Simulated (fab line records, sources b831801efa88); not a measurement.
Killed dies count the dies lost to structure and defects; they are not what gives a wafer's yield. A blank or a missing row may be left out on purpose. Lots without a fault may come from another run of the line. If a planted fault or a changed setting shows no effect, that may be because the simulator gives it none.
Struck lot and sound lot, side by side | flow sfq_line | 14 steps out of a route of 325
Sound: these wafers, L594.2, L594.5, L594.6. Wafers struck: L600.1, L600.4, L600.5. At the end, the cause is stated.
For every step that has rows: the tool of each side, followed by ch and its chambers, followed by its first start. Under that, the readings that differ: sound wafers | struck wafers | difference of the means | sigmas: that difference in standard deviations of wafers without a fault.
alike: readings whose means differ by less than 2 such deviations, and words and numbers that are the same on both sides. not compared: withheld readings, readings that some wafer has no value for, bounds like >300 that may hide the same value, and numbers for which the record gives no deviation and whose values overlap.
Wherever a step has rows on one side only, a row that says differs or no value, or a row with sigmas, the two part there. Non-overlapping numbers with no deviation appear without sigmas and do not part them. A reading that every wafer of one side lacks parts them only if that side has two wafers or more.

first, 6 steps without rows for these wafers: SFQ_TRILAYER_M6_LITHO_COAT_164 (resist thk 62 nm); SFQ_TRILAYER_M6_LITHO_COAT_159 (resist thk 600 nm); SFQ_TRILAYER_M6_LITHO_SOFTBAKE_163; SFQ_TRILAYER_M6_LITHO_EXPOSE_160 (exposes mask M6, target cd 500 nm); SFQ_TRILAYER_M6_LITHO_PEB_162 (peb time 60 s); SFQ_TRILAYER_M6_LITHO_DEVELOP_161 (time 60 s).
SFQ_M6_OVL_MEAS_940:
  sound: overlay-01 at day 69 01:35; struck: overlay-01 at day 76 05:31
  alike: M6_OVL
SFQ_TRILAYER_M6_BARC_OPEN_METAL_ETCH_206: etches BARC in O2, target depth 125 nm, time 41.7 s.
  sound on rie_metal-01 ch 0,1, day 69 01:37; struck on rie_metal-03 ch 0,1, day 76 05:34
  alike: drypump_motor_current_A, oes_product_au
  not compared: rf_hours_counter_h
SFQ_TRILAYER_M6_ETCH_METAL_ETCH_162: etches Nb in Cl2/Ar, stops on SiO2, target depth 240 nm, time 120 s.
  sound on rie_metal-01 ch 0,1, day 69 01:41; struck on rie_metal-03 ch 0,1, day 76 05:37
  alike: drypump_motor_current_A, oes_product_au
  not compared: rf_hours_counter_h
SFQ_TRILAYER_M6_STRIP_STRIP_163: strips in O2.
  sound on rie_metal-01 ch 0,1, day 69 01:49; struck on rie_metal-03 ch 0,1, day 76 05:44
  alike: drypump_motor_current_A, oes_product_au
  not compared: rf_hours_counter_h
then, 1 step without rows for these wafers: SFQ_TRILAYER_M6_STRIP_SOLV_CLEAN_164 (cleans in NMP, time 600 s).
SFQ_TRILAYER_I6_DEP_PECVD_165: deposits SiO2 from SiH4/N2O, time 111.11 s, target thk 500 nm.
  sound on pecvd-03 ch 0,1, day 69 02:35; struck on pecvd-03 ch 0,1, day 76 06:32
  reading                                             | sound             | struck            | difference | sigmas
  rf_fwd_power_W (W)                                  | 181.9 182.7 182.3 | 108.5 108.8 109.7 | -73.3      | -99 or more
  showerhead_vpp_V (V)                                | 759 754 809       | 635 628 582       | -159       | -4
  model.SiO2_of_TRILAYER_I6_DEP_PECVD_165.thk_nm (nm) | 492.6 496 495.9   | 422.9 431.5 432   | -66.0      |
  alike: heater_power_w, throttle_valve_pct
SFQ_TRILAYER_I6_CMP_CMP_166: polishes SiO2.
  sound on cmp-01 ch 0,3, day 69 02:40; struck on cmp-01 ch 1,2,3, day 76 07:07
  reading                | sound       | struck      | difference | sigmas
  time_to_endpoint_s (s) | 217 219 215 | 162 168 165 | -52        | -6
  alike: motor_current_A
SFQ_I6_BOW_MEAS_941:
  sound: film_metro-01 at day 69 05:41; struck: film_metro-03 at day 76 09:37
  alike: I6_BOW

## WHERE THEY PART
At SFQ_TRILAYER_I6_DEP_PECVD_165 first; at SFQ_TRILAYER_I6_CMP_CMP_166 last (within this record only). Later steps at which nothing parts them and some readings are alike: SFQ_I6_BOW_MEAS_941.

WHY: what the simulator had put in
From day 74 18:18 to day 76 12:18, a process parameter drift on pecvd-03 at SFQ_TRILAYER_I6_DEP_PECVD_165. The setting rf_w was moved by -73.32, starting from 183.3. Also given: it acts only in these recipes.
